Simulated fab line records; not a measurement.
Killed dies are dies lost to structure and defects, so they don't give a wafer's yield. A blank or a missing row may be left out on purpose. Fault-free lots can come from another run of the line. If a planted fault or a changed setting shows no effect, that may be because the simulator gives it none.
Which tool was responsible? / flow sky130 / route of 708 steps, sampled at 1 step: 11 lots, 33 wafers

## WHAT THE GAUGES SHOWED, per wafer
SKY_SONOS_ONO_THK_MEAS_03.
lot=L256; measured=day 11 20:52; on=filmMetro-02; SONOS_ONO_CVD_02_THK (nm)=10.54 10.63 10.40
lot=L257; measured=day 12 02:51; on=filmMetro-02; SONOS_ONO_CVD_02_THK (nm)=10.49 10.52 10.46
lot=L260; measured=day 13 03:53; on=filmMetro-02; SONOS_ONO_CVD_02_THK (nm)=10.30 10.41 10.52
lot=L262; measured=day 13 22:01; on=filmMetro-01; SONOS_ONO_CVD_02_THK (nm)=10.57 10.61 10.59
lot=L264; measured=day 14 15:11; on=filmMetro-01; SONOS_ONO_CVD_02_THK (nm)=10.50 10.41 10.35
lot=L268; measured=day 16 03:20; on=filmMetro-01; SONOS_ONO_CVD_02_THK (nm)=10.39 10.33 10.25
lot=L270; measured=day 16 14:59; on=filmMetro-02; SONOS_ONO_CVD_02_THK (nm)=10.59 10.53 10.59
lot=L275; measured=day 18 04:17; on=filmMetro-04; SONOS_ONO_CVD_02_THK (nm)=10.64 10.78 10.74
lot=L276; measured=day 18 11:32; on=filmMetro-01; SONOS_ONO_CVD_02_THK (nm)=10.71 10.66 10.55
lot=L277; measured=day 18 18:40; on=filmMetro-04; SONOS_ONO_CVD_02_THK (nm)=10.50 10.50 10.59
lot=L278; measured=day 19 00:23; on=filmMetro-01; SONOS_ONO_CVD_02_THK (nm)=10.60 10.49 10.56

## WHAT TOOL EACH LOT RAN ON (gives the tool, then ch and the chambers of the sampled wafers, and finally the start)
Before these readings, the record contains no process step.

## WHAT THE TOOLS THEMSELVES READ (means of the sampled wafers that have a number; where no wafer has one, the mark that the record gives instead)
The record holds no such reading with a usual standard deviation.

## THE ANSWER, worked out from the rows above alone
Rule: what is usual is taken from the lots themselves. The widest of any qualifying gaps counts: lots, ordered by their means at a reading, are off when they make up no more than a third of the lots, leave a main group of 4 or more, and stand apart from it by 3 or more times the standard deviation of that group's means. The tables above print the reading to a certain number of digits; a main group whose means all agree to those digits is not used. Also off: a lot with no number at a reading for which 4 or more lots have one. All remaining lots with rows at the step are treated as sound. The gauges are gone through in route order, then the tools' own readings, and for those a lot's mean is taken as printed above. The first step at which some lot is off is used, and at that step the reading that is off furthest; a lot without a number counts as furthest.
None of the lots is off at any reading shown; this tells nothing.

## WHAT THE SIMULATOR HAD PUT IN
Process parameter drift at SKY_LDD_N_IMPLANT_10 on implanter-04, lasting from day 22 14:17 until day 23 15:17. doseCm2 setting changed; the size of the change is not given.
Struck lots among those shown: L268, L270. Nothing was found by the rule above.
